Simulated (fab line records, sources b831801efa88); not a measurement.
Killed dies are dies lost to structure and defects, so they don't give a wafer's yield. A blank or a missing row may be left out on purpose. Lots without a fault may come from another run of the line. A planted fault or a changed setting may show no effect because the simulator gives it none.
A sampling plan put to the test | flow gf180mcu | one fab line, 12 faults that these records tell of, each judged on the records of the lots that it struck
The plan is the line's own looks: the steps of the route at which a gauge or an inspection reads the wafer and doesn't change it. A look can be judged if struck wafers have a number there and the file gives its usual mean and standard deviation on fault-free wafers. Caught: at a look after the fault's first step, the mean of the struck wafers lies 4 or more of those standard deviations (sigma) from the usual mean. On the tool: the same test on the tool's own readings at the fault's steps. Another recipe on the struck wafers, or a record that is blank for them alone, also counts as caught.

THE FAULTS, as the simulator had put them in
1. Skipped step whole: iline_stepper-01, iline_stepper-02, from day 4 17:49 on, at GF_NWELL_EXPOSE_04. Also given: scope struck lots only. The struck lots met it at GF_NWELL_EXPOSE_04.
2. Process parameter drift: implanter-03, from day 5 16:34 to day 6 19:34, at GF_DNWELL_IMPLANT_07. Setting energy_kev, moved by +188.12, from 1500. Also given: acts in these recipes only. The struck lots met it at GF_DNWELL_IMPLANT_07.
3. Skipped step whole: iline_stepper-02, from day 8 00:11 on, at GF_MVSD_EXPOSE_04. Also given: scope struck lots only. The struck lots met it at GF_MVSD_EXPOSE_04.
4. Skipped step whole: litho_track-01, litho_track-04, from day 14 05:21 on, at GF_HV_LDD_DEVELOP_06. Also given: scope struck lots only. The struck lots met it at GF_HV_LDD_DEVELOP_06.
5. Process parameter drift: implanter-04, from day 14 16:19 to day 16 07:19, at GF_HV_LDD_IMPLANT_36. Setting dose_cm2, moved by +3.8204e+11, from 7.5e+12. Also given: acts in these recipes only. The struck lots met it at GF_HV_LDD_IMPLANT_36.
6. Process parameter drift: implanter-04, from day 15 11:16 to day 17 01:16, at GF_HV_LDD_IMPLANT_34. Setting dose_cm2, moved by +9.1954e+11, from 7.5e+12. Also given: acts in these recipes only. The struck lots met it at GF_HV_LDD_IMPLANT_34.
7. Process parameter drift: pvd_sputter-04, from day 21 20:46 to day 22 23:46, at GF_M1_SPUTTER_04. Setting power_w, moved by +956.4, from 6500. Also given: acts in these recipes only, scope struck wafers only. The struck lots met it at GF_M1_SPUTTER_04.
8. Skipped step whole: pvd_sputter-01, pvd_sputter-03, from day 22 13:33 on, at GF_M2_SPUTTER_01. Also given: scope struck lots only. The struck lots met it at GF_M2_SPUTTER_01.
9. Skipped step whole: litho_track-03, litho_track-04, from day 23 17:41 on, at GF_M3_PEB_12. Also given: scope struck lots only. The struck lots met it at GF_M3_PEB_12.
10. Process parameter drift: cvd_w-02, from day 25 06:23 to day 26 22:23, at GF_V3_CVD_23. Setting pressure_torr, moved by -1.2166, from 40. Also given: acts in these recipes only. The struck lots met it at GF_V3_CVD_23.
11. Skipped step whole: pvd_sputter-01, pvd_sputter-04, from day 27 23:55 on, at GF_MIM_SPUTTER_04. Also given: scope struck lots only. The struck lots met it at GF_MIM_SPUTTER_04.
12. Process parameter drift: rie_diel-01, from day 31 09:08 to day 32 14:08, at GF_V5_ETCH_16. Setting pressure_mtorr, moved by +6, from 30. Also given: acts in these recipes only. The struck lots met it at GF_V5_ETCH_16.

WHAT THE PLAN SAW
fault | on the tool itself                               | first look that catches it                   | reading, sigma | median hours from its first step to that look | hours from the fault's start to the first struck lot there | judged looks passed uncaught
1     | no reading that can be judged                    | no look after it can be judged               | -              | -                                             | -                                                          | 0
2     | beam_energy_keV +99 or beyond sigma              | not the one look that can be judged after it | -              | -                                             | -                                                          | 1
3     | no reading that can be judged                    | not the one look that can be judged after it | -              | -                                             | -                                                          | 1
4     | the tool's record is blank for the struck wafers | no look after it can be judged               | -              | -                                             | -                                                          | 0
5     | dose_ions_cm2 +42 sigma                          | no look after it can be judged               | -              | -                                             | -                                                          | 0
6     | dose_ions_cm2 +99 or beyond sigma                | no look after it can be judged               | -              | -                                             | -                                                          | 0
7     | cathode_dc_power_W +99 or beyond sigma           | no look after it can be judged               | -              | -                                             | -                                                          | 0
8     | the tool's record is blank for the struck wafers | not the one look that can be judged after it | -              | -                                             | -                                                          | 1
9     | the tool's record is blank for the struck wafers | no look after it can be judged               | -              | -                                             | -                                                          | 0
10    | chamber_pressure_Torr -13 sigma                  | no look after it can be judged               | -              | -                                             | -                                                          | 0
11    | the tool's record is blank for the struck wafers | no look after it can be judged               | -              | -                                             | -                                                          | 0
12    | chamber_pressure_mTorr +99 or beyond sigma       | no look after it can be judged               | -              | -                                             | -                                                          | 0
A dash: the fault isn't caught, or these records don't give the number.

Caught at a look: 0 of 12. Caught on the tool: 10 of 12. By one or the other: 10 of 12.
Caught on the tool alone: faults 2, 4, 5, 6, 7, 8, 9, 10, 11, 12.
Caught by neither: faults 1, 3.
